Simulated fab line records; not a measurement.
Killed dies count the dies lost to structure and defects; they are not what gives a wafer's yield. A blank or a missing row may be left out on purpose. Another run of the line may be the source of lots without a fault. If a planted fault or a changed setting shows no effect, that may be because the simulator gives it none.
Which of the tools did it?	flow gf180mcu	13 lots, 38 wafers sampled, at 5 steps of a route of 602

== WHAT EACH GAUGE READ, for each wafer ==
GF_HV_LDD_OVL_MEAS_08.
lot	measured	on	HV_LDD_OVL (nm)
L587	day 9 23:53	overlay-01	-0.8 -2.3 -0.6
L588	day 10 09:37	overlay-02	-3.3 -3.8 -3.1
L589	day 10 18:47	overlay-01	3.7 2.5 4.9
L591	day 11 13:39	overlay-01	-2.2 -2.3 -3.2
L593	day 11 22:03	overlay-01	-4.7 -3.7 -4.4
L594	day 12 04:34	overlay-02	-0.5 1.7 0.3
L595	day 12 15:21	overlay-01	-2.3 -3.0 -4.0
L596	day 12 18:02	overlay-02	-0.6 -1.4 0.2
L597	day 13 02:18	overlay-01	-1.6 -1.4 -0.9
L598	day 13 07:36	overlay-02	-3.0 -2.8 -2.6
L599	day 13 14:54	overlay-02	3.0 1.8 1.1
L601	day 14 12:34	overlay-02	-2.8 -2.3 -2.2
L604	day 15 05:13	overlay-02	-2.5 -0.7

GF_SALICIDE_THK_MEAS_05: measures by xrf.
lot	measured	on	SALICIDE_TIN_THK (nm)
L587	day 15 02:04	film_metro-01	19.59 19.59 19.77
L588	day 15 15:22	film_metro-01	20.23 19.88 20.15
L589	day 16 02:45	film_metro-03	20.17 19.97 20.03
L591	day 17 00:55	film_metro-04	19.99 19.71 19.93
L593	day 17 09:41	film_metro-01	19.71 19.65 19.61
L594	day 17 17:43	film_metro-03	19.80 20.16 19.84
L595	day 18 06:39	film_metro-01	20.05 19.96 20.03
L596	day 18 09:35	film_metro-03	19.91 19.94 19.71
L597	day 18 21:07	film_metro-01	19.79 19.82 19.83
L598	day 19 02:01	film_metro-04	20.02 20.08 20.43
L599	day 19 12:04	film_metro-03	20.31 19.97 20.08
L601	day 20 13:16	film_metro-04	19.50 19.92 19.95
L604	day 21 07:35	film_metro-01	20.34 20.33

GF_CONTACT_BOW_MEAS_05.
lot	measured	on	CONTACT_BOW (um)
L587	day 15 02:57	film_metro-04	56 66 67
L588	day 15 16:23	film_metro-04	67 55 51
L589	day 16 03:38	film_metro-04	66 60 54
L591	day 17 01:49	film_metro-03	67 64 60
L593	day 17 10:35	film_metro-04	64 66 64
L594	day 17 18:38	film_metro-02	66 66 58
L595	day 18 07:35	film_metro-03	66 60 58
L596	day 18 10:34	film_metro-02	63 68 71
L597	day 18 22:01	film_metro-04	58 61 65
L598	day 19 02:56	film_metro-03	65 62 65
L599	day 19 12:57	film_metro-04	59 67 69
L601	day 20 14:46	film_metro-04	46 64 68
L604	day 21 08:32	film_metro-02	64 62

== WHAT TOOL EACH LOT RAN ON (gives the tool, then ch and the chambers of the sampled wafers, and finally the start) ==
lot	GF_SAB_COAT_04	GF_SAB_STRIP_13
L587	litho_track-04 ch 0, day 14 14:51	plasma_asher-01 ch 0,1, day 15 01:43
L588	litho_track-02 ch 0, day 15 03:32	plasma_asher-03 ch 0,1, day 15 15:01
L589	litho_track-01 ch 0, day 15 14:51	plasma_asher-03 ch 0,1, day 16 02:22
L591	litho_track-02 ch 0, day 16 12:51	plasma_asher-03 ch 0,1, day 17 00:32
L593	litho_track-01 ch 0, day 16 21:26	plasma_asher-02 ch 0,1, day 17 09:19
L594	litho_track-01 ch 0, day 17 05:18	plasma_asher-01 ch 0,1, day 17 17:22
L595	litho_track-04 ch 0, day 17 17:54	plasma_asher-01 ch 0,1, day 18 06:17
L596	litho_track-04 ch 0, day 17 20:51	plasma_asher-02 ch 0,1, day 18 09:11
L597	litho_track-01 ch 0, day 18 08:18	plasma_asher-03 ch 0,1, day 18 20:45
L598	litho_track-04 ch 0, day 18 13:06	plasma_asher-02 ch 0,1, day 19 01:40
L599	litho_track-04 ch 0, day 18 22:57	plasma_asher-03 ch 0,1, day 19 11:42
L601	litho_track-04 ch 0, day 20 00:09	plasma_asher-01 ch 0,1, day 20 12:54
L604	litho_track-04 ch 0, day 20 18:52	plasma_asher-01 ch 0, day 21 07:13
- GF_SAB_COAT_04: resist thk 1000 nm.
- GF_SAB_STRIP_13: strips in O2/N2.

== WHAT THE TOOLS THEMSELVES READ (means of the sampled wafers that have a number; where no wafer has one, the mark that the record gives instead) ==
GF_SAB_COAT_04.
lot	tool	spin_speed_rpm (rpm)
L587	litho_track-04	2999.3
L588	litho_track-02	2999.2
L589	litho_track-01	3000.3
L591	litho_track-02	2999.7
L593	litho_track-01	3003.8
L594	litho_track-01	2998.6
L595	litho_track-04	3001.2
L596	litho_track-04	3002.2
L597	litho_track-01	3001.3
L598	litho_track-04	3000.2
L599	litho_track-04	2997.6
L601	litho_track-04	2999.6
L604	litho_track-04	3000.2

GF_SAB_STRIP_13.
lot	tool	drypump_motor_current_A (A)	heater_power_w (W)	oes_product_au (a.u.)	strip_time_to_endpoint_s (s)
L587	plasma_asher-01	5.3	322	0.712	12.68
L588	plasma_asher-03	6.2	333	0.706	12.61
L589	plasma_asher-03	6.2	333	0.713	12.57
L591	plasma_asher-03	5.9	333	0.710	12.60
L593	plasma_asher-02	5.8	307	0.708	12.60
L594	plasma_asher-01	5.3	338	0.710	12.62
L595	plasma_asher-01	5.3	334	0.708	12.61
L596	plasma_asher-02	5.8	308	0.708	12.62
L597	plasma_asher-03	5.9	333	0.707	12.56
L598	plasma_asher-02	5.8	308	0.713	12.59
L599	plasma_asher-03	5.9	337	0.711	12.59
L601	plasma_asher-01	5.3	339	0.705	12.54
L604	plasma_asher-01	5.3	316	0.708	12.88

== THE ANSWER, worked out from the rows above alone ==
Rule: the usual values come from the lots themselves. Put in order of their means at a reading, lots are off if they are a third of the lots or fewer, leave a main group of 4 or more, and stand apart from it by a gap of 3 or more times the standard deviation of the main group's means; of several such gaps the widest counts. Not used: any main group whose means are identical at the precision the tables above print for the reading. A lot without any number at a reading at which 4 lots or more have one is off too. All remaining lots with rows at the step are treated as sound. First the gauges in route order, then the tools' own readings, where a lot's mean is used as printed above. The first step at which some lot is off is used, and at that step the reading that is off furthest; a lot without a number counts as furthest.
Off: L604 (GF_SAB_STRIP_13, strip_time_to_endpoint_s). Main group: mean 12.60 s, sd 0.034.
If a tool, at that step or one of the process steps before it, ran each lot that is off and ran no sound lot following the first of them, it fits. Undecided on this evidence; 2 tools fit (litho_track-04 at GF_SAB_COAT_04, plasma_asher-01 at GF_SAB_STRIP_13).

== WHAT THE SIMULATOR PUT IN ==
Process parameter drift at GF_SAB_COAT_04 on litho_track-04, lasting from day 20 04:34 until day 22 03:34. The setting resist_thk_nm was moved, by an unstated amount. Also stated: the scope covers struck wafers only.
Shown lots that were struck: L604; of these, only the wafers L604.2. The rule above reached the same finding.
